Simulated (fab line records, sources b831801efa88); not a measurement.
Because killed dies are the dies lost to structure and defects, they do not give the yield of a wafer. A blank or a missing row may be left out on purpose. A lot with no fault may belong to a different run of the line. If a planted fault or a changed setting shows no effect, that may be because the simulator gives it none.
The tool behind it: which one?    flow sky130    36 wafers sampled from 12 lots at 1 step of a route of 708

== WHAT THE GAUGES SHOWED, per wafer ==
SKY_VIA1_OVL_MEAS_13. Usual: VIA1_OVL 2 nm, standard deviation 5.3.
lot   measured      on          VIA1_OVL (nm)  flag
L818  day 33 21:31  overlay-01  -5 -3 -4       
L820  day 34 06:34  overlay-01  7 1 -4         
L826  day 36 17:49  overlay-02  0 5 4          
L828  day 37 04:52  overlay-02  -1 0 -1        
L832  day 38 13:17  overlay-01  3 1 2          
L833  day 39 03:49  overlay-02  -8 -1 -4       
L834  day 39 09:06  overlay-01  7 2 6          
L835  day 39 13:30  overlay-02  -2 2 1         
L836  day 39 16:38  overlay-02  10 3 9         
L837  day 40 02:28  overlay-02  7 9 9          
L839  day 40 05:32  overlay-01  4 2 6          
L841  day 41 10:10  overlay-02  0 2 7          

== TOOL THAT RAN EACH LOT (tool first, then ch and the chambers of the sampled wafers, then the start) ==
Record: no process step prior to these readings.

== AS READ BY THE TOOLS THEMSELVES (means over the sampled wafers that have a number; for cases with no such wafer, the mark the record gives instead) ==
The record holds no such reading with a usual standard deviation.

== THE ANSWER, worked out from the rows above alone ==
Rule: a lot counts as off when the mean over its wafers that have a number is more than 3 standard deviations away from the usual mean. A lot without any number at a reading at which 4 lots or more have one is off too. The other lots that the step has rows for count as sound. Order of review: gauges by route order, followed by the tools' own readings, for which a lot's mean as printed above is used. The first step at which some lot is off is used, and at that step the reading that is off furthest; a lot without a number counts as furthest.
Across all readings shown, no lot is off: no conclusion can be drawn from this.

== WHAT HAD BEEN PUT IN BY THE SIMULATOR ==
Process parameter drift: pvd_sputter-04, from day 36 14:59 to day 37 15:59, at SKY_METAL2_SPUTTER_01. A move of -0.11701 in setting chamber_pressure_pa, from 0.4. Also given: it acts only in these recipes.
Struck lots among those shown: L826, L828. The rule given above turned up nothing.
